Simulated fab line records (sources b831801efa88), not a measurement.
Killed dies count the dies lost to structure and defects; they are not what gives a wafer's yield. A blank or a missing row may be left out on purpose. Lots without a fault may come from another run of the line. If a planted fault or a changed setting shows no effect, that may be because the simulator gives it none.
Chamber matching :: flow gf180mcu :: GF_V5_CVD_02 on pecvd-01 has 3 sister chambers
The step deposits SiO2 from TEOS, target thk 1450 nm, time 163.28 s. 6 wafers are shown with their chamber, then 9 later ones without.

## WAFERS WITH THEIR CHAMBER
wafer: L629.2
chamber: 2
heater-power-w (W): 635

wafer: L631.2
chamber: 0
heater-power-w (W): 758

wafer: L631.4
chamber: 1
heater-power-w (W): 695

wafer: L637.1
chamber: 1
heater-power-w (W): 698

wafer: L637.2
chamber: 2
heater-power-w (W): 688

wafer: L637.3
chamber: 0
heater-power-w (W): 773

## WAFERS WITH NO CHAMBER GIVEN
wafer: L639.1
heater-power-w (W): 540

wafer: L639.2
heater-power-w (W): 806

wafer: L639.5
heater-power-w (W): 688

wafer: L638.1
heater-power-w (W): 661

wafer: L638.3
heater-power-w (W): 661

wafer: L638.5
heater-power-w (W): 811

wafer: L640.1
heater-power-w (W): 604

wafer: L640.3
heater-power-w (W): 780

wafer: L640.6
heater-power-w (W): 849

## WHICH CHAMBER EACH ONE RAN IN
wafer: L639.1
from the rows above: can't be placed: 2 or 1
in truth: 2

wafer: L639.2
from the rows above: 0
in truth: 0

wafer: L639.5
from the rows above: can't be placed: 1 or 2
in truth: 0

wafer: L638.1
from the rows above: can't be placed: 2 or 1
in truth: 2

wafer: L638.3
from the rows above: can't be placed: 2 or 1
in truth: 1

wafer: L638.5
from the rows above: 0
in truth: 0

wafer: L640.1
from the rows above: can't be placed: 2 or 1
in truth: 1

wafer: L640.3
from the rows above: 0
in truth: 0

wafer: L640.6
from the rows above: 0
in truth: 0
Correct placement for 4 of the 9. Cannot be placed on the basis of these rows: 5; the candidates contain the true chamber in 4. Number placed wrongly: 0.
How it was worked out, from the rows above alone: a wafer's distance from a chamber is the root of the sum, over the readings, of the square of ((its reading less the chamber's mean) divided by the reading's scatter). If the next closest chamber is less than 2 further off than the closest, the wafer can't be placed; otherwise it belongs to the closest. A chamber's mean is the mean of its shown wafers. The scatter: take each reading less its chamber's mean, square it, sum over the shown wafers, divide by the number of wafers less the number of chambers, and take the root.
